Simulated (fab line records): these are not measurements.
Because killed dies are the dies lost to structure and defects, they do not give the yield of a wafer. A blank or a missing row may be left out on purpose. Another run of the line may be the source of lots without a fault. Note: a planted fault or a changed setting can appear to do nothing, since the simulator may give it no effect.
fab line records	flow sky130
record: lots: 6	wafers: 18	last-day: 50
route steps=708 shown PWDE@52 NWELL@56 PAD_OPEN@708
lots untouched by any fault: they come from a run of this same line in which no faults occurred
start-h: the number of hours between the record's first day and the start of the first shown wafer of the lot	wait-h: how many hours have passed since the lot's step before this one	" unchanged from the row above	L1.1+2: one row covering several wafers at once	- no value present, or no start provided	* or withheld: withheld	< > ~ a bound
route shown NAME@n: names a module that has steps shown in the file, with the first one's number in the route	usual: mean/standard deviation of fault-free wafers	same: alike in all rows	chamber/n: place in a boat	sites: the reading at each site	_std_site: how widely they spread, as a standard deviation	_edge_site: the outer-site mean with the inner-site mean subtracted	radius-mm: for every site, how far away it sits from the centre of the wafer	mask NAME#n: copy n	behind: tool/chamber where the wafer was last shaped	hold: the reason the lot was held/the length of the hold in hours/how it ended	device: transistor that didn't switch, given as n, p or np	end of line: the tests these same wafers got at the end of their route	a step with no rows: only its recipe	killed: dies that structure and defects cost at the first sort, which is not the same as the wafer's yield	map: a wafer's dies, marking killed ones x, the rest . and places with no die _
set.NAME: the setting the step ran with; set.NAME@STEP: the setting that earlier step ran with	model.NAME: the simulator's own value behind a step, which no gauge read
lots at selected steps of the route; one table per step, one row per wafer
services: a tool's chamber out of use, with start hour (start-h, from the record's first day; less than 0 if before it), hours out, and reason
== steps ==
step: SKY_PWDE_OVL_MEAS_07
usual: PWDE_OVL: -0.5/1.4
lot.wafer	tool	chamber	start-h	wait-h	PWDE_OVL[nm]
L393.2	overlay-01	-	105.68	-	0.0
L393.4	"	-	"	"	-0.2
L393.6	"	-	"	"	1.6
L394.3	overlay-01	-	124.03	-	1.3
L394.5	"	-	"	"	2.2
L394.6	"	-	"	"	1.5
L403.3	overlay-02	-	160.25	-	0.0
L403.5	"	-	"	"	-0.1
L403.6	"	-	"	"	0.6
L404.1	overlay-02	-	166.14	-	-0.3
L404.3	"	-	"	"	-1.4
L404.5	"	-	"	"	-0.3
L407.4	overlay-02	-	178.88	-	2.3
L407.5	"	-	"	"	-1.2
L407.6	"	-	"	"	-1.3
L410.1	overlay-01	-	196.56	-	-3.5
L410.2	"	-	"	"	-0.9
L410.5	"	-	"	"	0.3
step: SKY_PWDE_IMPLANT_08
recipe: species: B	energy-kev: 150	dose-cm2: 3.6e+12	tilt-deg: withheld
step: SKY_PWDE_STRIP_09
recipe: chemistry: O2/N2	power-w: 1400	pressure-mtorr: 1500	platen-temp-c: withheld	o2-flow-sccm: 3000	n2-flow-sccm: 300	overash-fraction: 0.5
usual: drypump-motor-current-A: 5.7/0.4	oes-product-au: 0.722/0.0042	strip-time-to-endpoint-s: 36.97/0.14
lot.wafer	tool	chamber	start-h	wait-h	drypump-motor-current-A	oes-product-au	rf-hours-counter-h	strip-time-to-endpoint-s
L393.2	plasma-asher-02	0	105.86	0.1	5.8	0.731	41	37.00
L393.4	"	1	"	"	5.9	0.723	-	36.84
L393.6	"	0	"	"	5.8	0.729	-	36.91
L394.3	plasma-asher-04	1	124.23	0.1	5.0	0.727	-	36.93
L394.5	"	1	"	"	4.9	0.729	-	36.94
L394.6	"	0	"	"	6.2	0.723	-	36.94
L403.3	plasma-asher-01	0	160.46	0.1	5.3	0.720	-	37.18
L403.5	"	1	"	"	5.9	0.725	-	37.04
L403.6	"	0	"	"	5.3	0.723	-	37.03
L404.1	plasma-asher-04	1	166.33	0.1	5.0	0.727	5	36.90
L404.3	"	1	"	"	5.0	0.722	-	36.97
L404.5	"	0	"	"	6.2	0.719	-	36.95
L407.4	plasma-asher-04	1	179.08	0.1	5.0	0.728	-	37.06
L407.5	"	0	"	"	6.2	0.732	-	37.07
L407.6	"	1	"	"	5.0	0.730	-	37.12
L410.1	plasma-asher-01	1	196.75	0.1	6.0	0.722	50	36.92
L410.2	"	0	"	"	5.3	0.728	50	36.87
L410.5	"	0	"	"	5.3	0.723	-	36.96
step: SKY_PWDE_TW_MEAS_10
usual: PWDE_TW: 371.6/2
lot.wafer	tool	chamber	start-h	wait-h	PWDE_TW
L393.2	film-metro-02	-	105.97	0.1	373.8
L393.4	"	-	"	"	371.4
L393.6	"	-	"	"	368.4
L394.3	film-metro-02	-	124.32	0.1	370.2
L394.5	"	-	"	"	371.0
L394.6	"	-	"	"	371.8
L403.3	film-metro-04	-	160.55	0.1	369.8
L403.5	"	-	"	"	372.1
L403.6	"	-	"	"	372.9
L404.1	film-metro-02	-	166.43	0.1	369.1
L404.3	"	-	"	"	369.9
L404.5	"	-	"	"	368.0
L407.4	film-metro-03	-	179.18	0.1	370.9
L407.5	"	-	"	"	370.8
L407.6	"	-	"	"	369.6
L410.1	film-metro-03	-	196.85	0.1	369.7
L410.2	"	-	"	"	370.1
L410.5	"	-	"	"	370.6
step: SKY_NWELL_DEHYDRATE_03
recipe: temp-c: 200	time-s: 60
step: SKY_NWELL_HMDS_04
recipe: prime-time-s: 60	prime-temp-c: 120
step: SKY_NWELL_COAT_05
recipe: spin-rpm: 2000	resist-thk-nm: 3000
step: SKY_NWELL_SOFTBAKE_06
recipe: temp-c: 110	time-s: withheld
step: SKY_NWELL_EXPOSE_07
recipe: mask-id: NWM	na: 0.6	source-shape: conventional	sigma-outer: 0.6	polarization: unpolarized	target-cd-nm: 840	dose-mj: 255
step: SKY_NWELL_PEB_08
recipe: temp-c: 115	time-s: withheld
step: SKY_NWELL_DEVELOP_09
recipe: wall-angle-deg: 90	developer: TMAH	develop-time-s: 60	dev-temp-c: 23
step: SKY_NWELL_OVL_MEAS_10
usual: NWELL_00_OVL: 0.0/1.2
lot.wafer	tool	chamber	start-h	wait-h	NWELL_00_OVL[nm]
L393.2	overlay-01	-	124.37	-	-1.0
L393.4	"	-	"	"	-0.9
L393.6	"	-	"	"	-1.6
L394.3	overlay-01	-	142.96	-	-1.0
L394.5	"	-	"	"	0.0
L394.6	"	-	"	"	-0.6
L403.3	overlay-01	-	180.89	-	-0.1
L403.5	"	-	"	"	-0.3
L403.6	"	-	"	"	-1.4
L404.1	overlay-01	-	187.26	-	1.6
L404.3	"	-	"	"	0.9
L404.5	"	-	"	"	0.8
L407.4	overlay-01	-	200.23	-	0.6
L407.5	"	-	"	"	2.2
L407.6	"	-	"	"	1.1
L410.1	overlay-02	-	218.41	-	-0.2
L410.2	"	-	"	"	0.3
L410.5	"	-	"	"	1.4
step: SKY_NWELL_IMPLANT_11
recipe: species: P	energy-kev: 400	dose-cm2: 1.9e+13	tilt-deg: withheld
usual: beam-on-s: 10.01/0.21	dose-ions-cm2: 1.8997e+13/1.9e+10	end-station-pressure-torr: 5.09e-06/2.5e-07	faraday-current-uA: 107.1/2.2
lot.wafer	tool	chamber	start-h	wait-h	beam-on-s	dose-ions-cm2	end-station-pressure-torr	faraday-current-uA
L393.2	implanter-04	0	124.42	0.0	10.03	1.8995e+13	4.77e-06	106.6
L393.4	"	0	"	"	9.96	1.9007e+13	4.98e-06	107.3
L393.6	"	0	"	"	10.03	1.899e+13	5.71e-06	106.6
L394.3	implanter-02	0	143.03	0.1	10.04	1.898e+13	5.37e-06	106.6
L394.5	"	0	"	"	9.91	1.8968e+13	4.85e-06	108.0
L394.6	"	0	"	"	10.09	1.8983e+13	5.42e-06	105.8
L403.3	implanter-02	0	180.96	0.1	14.21	3.5151e+13	5.56e-06	139.8
L403.5	"	0	"	"	14.05	3.5148e+13	5.1e-06	140.9
L403.6	"	0	"	"	13.75	3.5156e+13	5.16e-06	143.8
L404.1	implanter-02	0	187.30	0.0	14.17	3.5152e+13	4.74e-06	140.5
L404.3	"	0	"	"	14.16	3.5166e+13	5.04e-06	140.9
L404.5	"	0	"	"	14.14	3.5159e+13	5.38e-06	140.4
L407.4	implanter-01	0	200.32	0.1	10.07	1.9005e+13	5.14e-06	106.3
L407.5	"	0	"	"	10.39	1.9031e+13	4.93e-06	103.2
L407.6	"	0	"	"	10.00	1.9002e+13	5.28e-06	107.4
L410.1	implanter-01	0	218.45	0.0	9.72	1.8966e+13	5.2e-06	110.1
L410.2	"	0	"	"	10.16	1.8999e+13	5.26e-06	105.0
L410.5	"	0	"	"	9.71	1.8991e+13	5.4e-06	110.1
step: SKY_NWELL_IMPLANT_12
recipe: species: P	energy-kev: 120	dose-cm2: 1.3e+12	tilt-deg: withheld
step: SKY_NWELL_IMPLANT_13
recipe: species: P	energy-kev: 50	dose-cm2: 7e+11	tilt-deg: withheld
step: SKY_NWELL_STRIP_14
recipe: chemistry: O2/N2	power-w: 1400	pressure-mtorr: 1500	platen-temp-c: withheld	o2-flow-sccm: 3000	n2-flow-sccm: 300	overash-fraction: 0.5
usual: drypump-motor-current-A: 5.6/0.57	oes-product-au: 0.722/0.0047	strip-time-to-endpoint-s: 36.98/0.098
lot.wafer	tool	chamber	start-h	wait-h	drypump-motor-current-A	oes-product-au	rf-hours-counter-h	strip-time-to-endpoint-s
L393.2	plasma-asher-04	1	124.85	0.1	5.0	0.719	1	36.84
L393.4	"	0	"	"	6.2	0.722	-	36.92
L393.6	"	1	"	"	5.0	0.714	-	36.84
L394.3	plasma-asher-04	0	143.46	0.1	6.2	0.724	-	36.97
L394.5	"	0	"	"	6.2	0.717	-	37.07
L394.6	"	1	"	"	5.0	0.729	-	36.98
L403.3	plasma-asher-04	0	181.40	0.1	6.2	0.729	-	37.04
L403.5	"	0	"	"	6.2	0.729	-	37.05
L403.6	"	1	"	"	5.0	0.723	-	37.11
L404.1	plasma-asher-04	0	187.75	0.1	6.2	0.721	7	36.90
L404.3	"	0	"	"	6.2	0.731	-	37.02
L404.5	"	0	"	"	6.2	0.720	-	37.00
L407.4	plasma-asher-02	0	200.73	0.1	5.8	0.713	-	36.90
L407.5	"	1	"	"	5.9	0.727	-	37.01
L407.6	"	0	"	"	5.8	0.729	-	37.01
L410.1	plasma-asher-04	0	218.90	0.1	6.2	0.721	9	37.23
L410.2	"	1	"	"	5.0	0.721	9	37.13
L410.5	"	1	"	"	5.0	0.726	-	37.14
step: SKY_NWELL_TW_MEAS_15
usual: NWELL_TW: 1807/8.1
lot.wafer	tool	chamber	start-h	wait-h	NWELL_TW
L393.2	film-metro-02	-	124.96	0.1	1801
L393.4	"	-	"	"	1803
L393.6	"	-	"	"	1800
L394.3	film-metro-02	-	143.55	0.1	1803
L394.5	"	-	"	"	1817
L394.6	"	-	"	"	1802
L403.3	film-metro-02	-	181.48	0.1	2195
L403.5	"	-	"	"	2194
L403.6	"	-	"	"	2186
L404.1	film-metro-04	-	187.85	0.1	2189
L404.3	"	-	"	"	2180
L404.5	"	-	"	"	2191
L407.4	film-metro-03	-	200.83	0.1	1808
L407.5	"	-	"	"	1805
L407.6	"	-	"	"	1815
L410.1	film-metro-03	-	219.00	0.1	1806
L410.2	"	-	"	"	1808
L410.5	"	-	"	"	1814
step: SKY_NWELL_DEHYDRATE_16
recipe: temp-c: 200	time-s: 60
step: SKY_NWELL_HMDS_17
recipe: prime-time-s: 60	prime-temp-c: 120
step: SKY_NWELL_COAT_18
recipe: spin-rpm: 2000	resist-thk-nm: 3000
step: SKY_NWELL_SOFTBAKE_19
recipe: temp-c: 110	time-s: withheld
step: SKY_NWELL_EXPOSE_20
recipe: mask-id: NWM_COMPLEMENT	na: 0.6	source-shape: conventional	sigma-outer: 0.6	polarization: unpolarized	target-cd-nm: 840	dose-mj: 260
step: SKY_NWELL_PEB_21
recipe: temp-c: 115	time-s: withheld
step: SKY_NWELL_DEVELOP_22
recipe: wall-angle-deg: 90	developer: TMAH	develop-time-s: 60	dev-temp-c: 23
step: SKY_NWELL_OVL_MEAS_23
usual: NWELL_01_OVL: 0.7/1.2
lot.wafer	tool	chamber	start-h	wait-h	NWELL_01_OVL[nm]
L393.2	overlay-02	-	144.00	-	0.1
L393.4	"	-	"	"	-0.1
L393.6	"	-	"	"	1.1
L394.3	overlay-01	-	162.76	-	0.5
L394.5	"	-	"	"	-0.9
L394.6	"	-	"	"	0.4
L403.3	overlay-01	-	202.64	-	0.5
L403.5	"	-	"	"	1.4
L403.6	"	-	"	"	-0.6
L404.1	overlay-01	-	209.01	-	-0.4
L404.3	"	-	"	"	1.8
L404.5	"	-	"	"	2.1
L407.4	overlay-02	-	223.48	-	0.8
L407.5	"	-	"	"	0.7
L407.6	"	-	"	"	0.5
L410.1	overlay-02	-	241.66	-	-0.4
L410.2	"	-	"	"	0.8
L410.5	"	-	"	"	-0.4
step: SKY_NWELL_IMPLANT_24
recipe: species: B	energy-kev: 140	dose-cm2: 9.2e+12	tilt-deg: withheld
step: SKY_NWELL_STRIP_25
recipe: chemistry: O2/N2	power-w: 1400	pressure-mtorr: 1500	platen-temp-c: withheld	o2-flow-sccm: 3000	n2-flow-sccm: 300	overash-fraction: 0.5
usual: drypump-motor-current-A: 5.6/0.58	oes-product-au: 0.723/0.0045	strip-time-to-endpoint-s: 36.98/0.11
lot.wafer	tool	chamber	start-h	wait-h	drypump-motor-current-A	oes-product-au	rf-hours-counter-h	strip-time-to-endpoint-s
L393.2	plasma-asher-02	1	144.18	0.1	5.9	0.719	45	36.90
L393.4	"	1	"	"	5.9	0.719	-	36.88
L393.6	"	0	"	"	5.8	0.722	-	36.88
L394.3	plasma-asher-03	1	162.96	0.1	6.1	0.717	-	36.87
L394.5	"	1	"	"	6.1	0.723	-	36.98
L394.6	"	0	"	"	4.8	0.716	-	37.07
L403.3	plasma-asher-04	1	202.85	0.1	5.0	0.724	-	36.83
L403.5	"	0	"	"	6.2	0.730	-	36.98
L403.6	"	1	"	"	5.0	0.721	-	36.94
L404.1	plasma-asher-04	1	209.20	0.1	5.0	0.716	9	36.72
L404.3	"	0	"	"	6.2	0.726	-	36.68
L404.5	"	1	"	"	5.0	0.723	-	36.76
L407.4	plasma-asher-03	0	223.68	0.1	4.9	0.730	-	37.05
L407.5	"	0	"	"	4.9	0.735	-	37.06
L407.6	"	1	"	"	6.1	0.721	-	37.09
L410.1	plasma-asher-03	1	241.85	0.1	6.1	0.727	44	37.17
L410.2	"	0	"	"	4.8	0.719	44	37.12
L410.5	"	0	"	"	4.9	0.729	-	37.15
step: SKY_NWELL_TW_MEAS_26
usual: NWELL_2_TW: 492.6/2.5
lot.wafer	tool	chamber	start-h	wait-h	NWELL_2_TW
L393.2	film-metro-04	-	144.29	0.1	493.0
L393.4	"	-	"	"	491.7
L393.6	"	-	"	"	493.1
L394.3	film-metro-03	-	163.05	0.1	493.5
L394.5	"	-	"	"	495.8
L394.6	"	-	"	"	493.7
L403.3	film-metro-02	-	202.93	0.1	489.7
L403.5	"	-	"	"	486.1
L403.6	"	-	"	"	491.3
L404.1	film-metro-02	-	209.30	0.1	489.2
L404.3	"	-	"	"	488.8
L404.5	"	-	"	"	488.2
L407.4	film-metro-03	-	223.78	0.1	494.3
L407.5	"	-	"	"	494.9
L407.6	"	-	"	"	490.7
L410.1	film-metro-03	-	241.95	0.1	495.6
L410.2	"	-	"	"	497.8
L410.5	"	-	"	"	497.6
step: SKY_NWELL_CLEAN_27
recipe: chemistry: SC1/SC2	mix: 1:4:20	temp-c: 70	time-s: 150	dry: n2-spin
step: SKY_NWELL_RTA_28
recipe: temp-c: 1050	time-s: 30	idle-temp-c: 650	ramp-up-c-per-s: 150	ramp-down-c-per-s: 90	ambient: N2
usual: lamp-power-pct: 25.30/0.054	ramp-down-c-per-s: 90.001/0.015	wafer_temp_C_max: 1054.6/0.87
lot.wafer	tool	chamber	start-h	wait-h	lamp-power-pct	ramp-down-c-per-s	wafer_temp_C_max
L393.2	rtp-anneal-01	0	144.42	0.0	25.24	89.989	1054.1
L393.4	"	0	"	"	25.39	89.988	1055.9
L393.6	"	0	"	"	25.36	89.954	1054.4
L394.3	rtp-anneal-01	0	163.22	0.0	25.26	90.019	1055.3
L394.5	"	0	"	"	25.28	89.999	1053.7
L394.6	"	0	"	"	25.31	89.982	1055.1
L403.3	rtp-anneal-02	0	203.06	0.0	25.29	90.014	1054.2
L403.5	"	0	"	"	25.33	89.993	1053.5
L403.6	"	0	"	"	25.34	90.005	1054.9
L404.1	rtp-anneal-01	0	209.46	0.0	25.25	89.990	1053.8
L404.3	"	0	"	"	25.29	89.986	1056.1
L404.5	"	0	"	"	25.22	89.983	1056.3
L407.4	rtp-anneal-01	0	223.91	0.1	25.19	90.022	1054.6
L407.5	"	0	"	"	25.23	90.017	1055.6
L407.6	"	0	"	"	25.36	89.964	1054.0
L410.1	rtp-anneal-01	0	242.06	0.0	25.35	89.974	1055.7
L410.2	"	0	"	"	25.23	89.976	1054.2
L410.5	"	0	"	"	25.27	90.007	1054.2
step: SKY_NWELL_RS_MEAS_29
recipe: thk-meas-gauge: four-point-probe
usual: NWELL_RS: 624.9/1.7
lot.wafer	tool	chamber	start-h	wait-h	NWELL_RS[ohm/sq]
L393.2	film-metro-03	-	144.52	0.1	624.3
L393.4	"	-	"	"	623.3
L393.6	"	-	"	"	623.0
L394.3	film-metro-02	-	163.33	0.1	624.4
L394.5	"	-	"	"	624.2
L394.6	"	-	"	"	625.7
L403.3	film-metro-03	-	203.16	0.1	449.3
L403.5	"	-	"	"	451.0
L403.6	"	-	"	"	449.0
L404.1	film-metro-03	-	209.56	0.1	449.0
L404.3	"	-	"	"	447.8
L404.5	"	-	"	"	449.7
L407.4	film-metro-02	-	224.02	0.1	623.9
L407.5	"	-	"	"	624.4
L407.6	"	-	"	"	624.7
L410.1	film-metro-03	-	242.16	0.1	624.2
L410.2	"	-	"	"	623.6
L410.5	"	-	"	"	624.4
step: SKY_PAD_OPEN_PROBE_99
usual: killed_at_M0_to_M3: 44/6	killed_at_M4_up: 3.3/2.1	killed-at-contacts: 25/5.5	killed-at-front-end: 15/4.3	killed-at-other: 0.2/0.41	killed-dies: 88/9.1	killed-on-rim: 17/4	killed-open: 48/6.6	killed-short: 39/6.7
same: gross-dies: 492	killed-at-back-side: 0
lot.wafer	tool	chamber	start-h	wait-h	killed_at_M0_to_M3	killed_at_M4_up	killed-at-contacts	killed-at-front-end	killed-at-other	killed-dies	killed-on-rim	killed-open	killed-short	model.etest.nfet_16v.r-on-ohm-um	model.etest.pfet_16v.r-on-ohm-um	model.etest.res-nwell.line-ohm-um	model.etest.res-nwell.rs-ohm-sq	model.etest.pfet-g5v0d10v5.r-on-ohm-um	model.etest.tip_p_5v.rs-ohm-sq	model.etest.res-iso-pwell.width-nm	model.etest.res-nwell.width-nm
L393.2	prober-01	-	1128.27	0.1	45	3	25	22	0	95	17	55	39	1.426e+04	1.529e+04	1093	923.7	4800	2815	2672	847.1
L393.4	prober-01	-	1128.37	0.2	38	8	18	20	0	84	12	43	41	1.434e+04	1.548e+04	1104	929.7	4875	2813	2655	846
L393.6	prober-01	-	1128.47	0.2	38	5	32	13	0	88	20	52	36	1.418e+04	1.55e+04	1093	923.3	4831	2825	2649	841.8
L394.3	prober-01	-	1135.98	0.2	36	0	21	10	0	67	14	35	32	1.382e+04	1.567e+04	1192	1002	4675	2894	2662	848.9
L394.5	prober-01	-	1136.08	0.2	48	4	19	18	0	89	13	45	43	1.374e+04	1.546e+04	1189	998.2	4705	2888	2655	841.9
L394.6	prober-01	-	1136.13	0.2	51	3	20	8	0	82	15	40	42	1.391e+04	1.555e+04	1213	1016	4720	2891	2664	842.1
L403.3	prober-02	-	1171.73	0.2	39	0	23	4	0	66	14	41	25	1.26e+04	1.683e+04	767.4	684.8	4987	3003	2595	880.4
L403.5	prober-02	-	1171.83	0.2	45	3	26	18	0	92	19	44	48	1.245e+04	1.651e+04	763.5	670.1	4933	2990	2607	881.6
L403.6	prober-02	-	1171.88	0.2	50	5	29	15	1	100	19	52	48	1.256e+04	1.676e+04	764.3	679	4950	3022	2587	874.5
L404.1	prober-01	-	1182.51	0.1	38	1	22	17	0	78	14	34	44	1.198e+04	1.607e+04	709.6	621.7	4876	2974	2605	878.5
L404.3	prober-01	-	1182.61	0.2	39	1	26	13	0	79	24	48	31	1.223e+04	1.594e+04	694.2	605.7	4953	2997	2608	877
L404.5	prober-01	-	1182.71	0.2	43	4	13	14	0	74	16	44	30	1.2e+04	1.614e+04	696.8	617.3	4850	3000	2625	880.5
L407.4	prober-02	-	1187.96	0.2	37	3	22	15	0	77	12	40	37	1.422e+04	1.528e+04	1164	971.8	4754	2843	2658	832.1
L407.5	prober-02	-	1188.01	0.2	54	1	38	14	0	107	20	69	38	1.397e+04	1.49e+04	1143	946.5	4727	2849	2658	831.7
L407.6	prober-02	-	1188.06	0.2	35	1	19	18	0	73	10	41	32	1.405e+04	1.497e+04	1155	952.6	4692	2844	2678	830
L410.1	prober-01	-	1195.91	0.1	52	2	28	18	0	100	23	67	33	1.428e+04	1.507e+04	1135	932.4	4735	2879	2632	826.7
L410.2	prober-01	-	1195.96	0.1	46	4	29	15	0	94	18	53	41	1.424e+04	1.517e+04	1137	928.6	4716	2890	2655	829.4
L410.5	prober-01	-	1196.11	0.2	41	5	29	23	0	98	17	46	52	1.435e+04	1.529e+04	1134	929.9	4833	2889	2656	832
killed by level:class
L393.2 CONTACT:geometric-particle:open=11 VIA1:geometric-particle:open=11 METAL1:geometric-particle:short=7 VIA2:geometric-particle:open=7 POLY_GATE:geometric-particle:open=6 LI_CONTACT:geometric-particle:open=6 VIA3:geometric-particle:open=6 POLY_GATE:geometric-particle:short=5
L393.4 VIA1:geometric-particle:open=9 METAL2:geometric-particle:short=8 LI_CONTACT:geometric-particle:open=7 VIA2:geometric-particle:open=7 FIELD_ISO:geometric-particle:short=6 CONTACT:geometric-particle:open=6 FIELD_ISO:geometric-particle:open=5 LOCAL_INTERCONNECT:geometric-particle:short=5
L393.6 LI_CONTACT:geometric-particle:open=12 CONTACT:geometric-particle:open=11 VIA1:geometric-particle:open=9 VIA2:geometric-particle:open=7 VIA3:geometric-particle:open=6 LI_CONTACT:geometric-particle:short=5 FIELD_ISO:geometric-particle:short=4 METAL4:geometric-particle:short=4
L394.3 VIA1:geometric-particle:open=13 CONTACT:geometric-particle:short=9 VIA3:geometric-particle:short=6 CONTACT:geometric-particle:open=5 METAL2:geometric-particle:short=5 FIELD_ISO:geometric-particle:open=4 LI_CONTACT:geometric-particle:open=4 FIELD_ISO:geometric-particle:short=3
L394.5 VIA1:geometric-particle:open=12 VIA1:geometric-particle:short=8 VIA3:geometric-particle:open=7 POLY_GATE:geometric-particle:short=6 CONTACT:geometric-particle:open=6 LI_CONTACT:geometric-particle:open=6 METAL1:geometric-particle:short=6 FIELD_ISO:geometric-particle:short=5
L394.6 METAL1:geometric-particle:short=12 VIA2:geometric-particle:open=9 CONTACT:geometric-particle:short=8 CONTACT:geometric-particle:open=7 VIA1:geometric-particle:open=7 FIELD_ISO:geometric-particle:open=4 VIA2:geometric-particle:short=4 VIA3:geometric-particle:open=4
L403.3 VIA2:geometric-particle:open=11 LI_CONTACT:geometric-particle:open=10 CONTACT:geometric-particle:open=7 VIA1:geometric-particle:open=7 VIA2:geometric-particle:short=6 METAL1:geometric-particle:short=4 LOCAL_INTERCONNECT:geometric-particle:short=3 VIA3:geometric-particle:short=3
L403.5 VIA1:geometric-particle:open=11 METAL1:geometric-particle:short=8 FIELD_ISO:geometric-particle:short=7 LOCAL_INTERCONNECT:geometric-particle:short=6 VIA2:geometric-particle:open=6 CONTACT:geometric-particle:open=6 VIA1:geometric-particle:short=6 LI_CONTACT:geometric-particle:open=5
L403.6 CONTACT:geometric-particle:open=10 LI_CONTACT:geometric-particle:open=9 VIA1:geometric-particle:short=8 VIA3:geometric-particle:open=7 VIA2:geometric-particle:open=7 METAL1:geometric-particle:short=6 FIELD_ISO:geometric-particle:short=5 FIELD_ISO:geometric-particle:open=5
L404.1 LOCAL_INTERCONNECT:geometric-particle:short=9 VIA1:geometric-particle:short=8 VIA1:geometric-particle:open=8 METAL2:geometric-particle:short=6 LI_CONTACT:geometric-particle:open=5 VIA3:geometric-particle:open=5 FIELD_ISO:geometric-particle:short=4 POLY_GATE:geometric-particle:short=4
L404.3 CONTACT:geometric-particle:open=13 VIA1:geometric-particle:open=10 LI_CONTACT:geometric-particle:open=5 VIA2:geometric-particle:open=5 POLY_GATE:geometric-particle:open=4 CONTACT:geometric-particle:short=4 METAL2:geometric-particle:short=4 VIA3:geometric-particle:open=4
L404.5 VIA1:geometric-particle:open=15 METAL2:geometric-particle:short=7 VIA3:geometric-particle:open=6 LI_CONTACT:geometric-particle:open=5 CONTACT:geometric-particle:open=4 METAL3:geometric-particle:short=4 POLY_GATE:geometric-particle:open=3 POLY_GATE:geometric-particle:short=3
L407.4 VIA1:geometric-particle:open=12 CONTACT:geometric-particle:open=8 FIELD_ISO:geometric-particle:open=5 LOCAL_INTERCONNECT:geometric-particle:short=5 VIA1:geometric-particle:short=5 FIELD_ISO:geometric-particle:short=4 LI_CONTACT:geometric-particle:open=4 METAL2:geometric-particle:short=4
L407.5 LI_CONTACT:geometric-particle:open=14 CONTACT:geometric-particle:open=13 VIA2:geometric-particle:open=12 VIA1:geometric-particle:open=10 METAL2:geometric-particle:short=7 VIA3:geometric-particle:open=7 FIELD_ISO:geometric-particle:open=6 VIA2:geometric-particle:short=6
L407.6 VIA1:geometric-particle:open=12 VIA2:geometric-particle:open=7 POLY_GATE:geometric-particle:short=6 CONTACT:geometric-particle:open=6 LI_CONTACT:geometric-particle:open=5 CONTACT:geometric-particle:short=5 FIELD_ISO:geometric-particle:open=4 FIELD_ISO:geometric-particle:short=4
L410.1 VIA1:geometric-particle:open=22 LI_CONTACT:geometric-particle:open=13 CONTACT:geometric-particle:open=9 FIELD_ISO:geometric-particle:open=7 VIA2:geometric-particle:open=6 VIA1:geometric-particle:short=5 VIA3:geometric-particle:open=5 FIELD_ISO:geometric-particle:short=4
L410.2 LI_CONTACT:geometric-particle:open=11 VIA1:geometric-particle:open=10 FIELD_ISO:geometric-particle:open=6 CONTACT:geometric-particle:open=6 VIA1:geometric-particle:short=6 METAL2:geometric-particle:short=5 VIA2:geometric-particle:open=5 FIELD_ISO:geometric-particle:short=4
L410.5 CONTACT:geometric-particle:open=12 VIA1:geometric-particle:open=9 METAL1:geometric-particle:short=8 FIELD_ISO:geometric-particle:open=6 CONTACT:geometric-particle:short=6 VIA1:geometric-particle:short=6 POLY_GATE:geometric-particle:open=5 POLY_GATE:geometric-particle:short=5
== services ==
tool	chamber	start-h	hours	kind
plasma-asher-01	-	88.70	4.3	pm
implanter-01	-	102.01	0.8	repair
plasma-asher-04	-	108.75	9.0	pm
plasma-asher-04	0	108.75	9.0	vent-cycle
plasma-asher-04	1	108.75	9.0	vent-cycle
plasma-asher-04	0	117.75	-	clean
plasma-asher-04	1	117.75	-	clean
implanter-01	-	129.56	9.0	pm
implanter-04	-	130.70	1.7	repair
implanter-01	-	142.23	5.2	repair
plasma-asher-04	-	146.98	0.7	repair
implanter-04	-	171.53	2.1	pm
implanter-04	-	194.55	3.2	pm
implanter-02	-	236.47	0.7	repair
rtp-anneal-02	-	237.69	3.6	pm
plasma-asher-04	-	240.67	2.2	repair
== key ==
first-sign: step: SKY_NWELL_IMPLANT_11	reading: dose-ions-cm2	direction: up	sigmas: 99+	usual: *	struck: *
effect: step: SKY_NWELL_IMPLANT_11	reading: beam-on-s	direction: up	sigmas: 19	usual: 10.01	struck: 14.08
effect: step: SKY_NWELL_TW_MEAS_15	reading: NWELL_TW	direction: up	sigmas: 47	usual: 1807	struck: 2189
effect: step: SKY_NWELL_RS_MEAS_29	reading: NWELL_RS	direction: down	sigmas: 99+	usual: 624.9	struck: 449.3
model-effect: step: SKY_PAD_OPEN_PROBE_99	value: etest.nfet_16v.r-on-ohm-um	without: 1.402e+04	struck: 1.23e+04
met-at SKY_NWELL_IMPLANT_11
struck-wafers L403.3,L403.5,L403.6,L404.1,L404.3,L404.5
tester-left-out L403,L404
onset-between 143.03 180.96
fault: kind: process-parameter-drift	tool: implanter-02	chamber: -	onset-h: 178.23	steps: SKY_NWELL_IMPLANT_11	channel: dose-cm2	offset: *	shape: step	end-h: 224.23	acts-in: *	stated: *
tester-left-out: of these lots the tester's yield and bins aren't shown, on N5 and GAA mostly nor the transistor test; their killed dies are dies lost to structure and defects alone, not to doping, threshold or leakage, so they don't give the yield
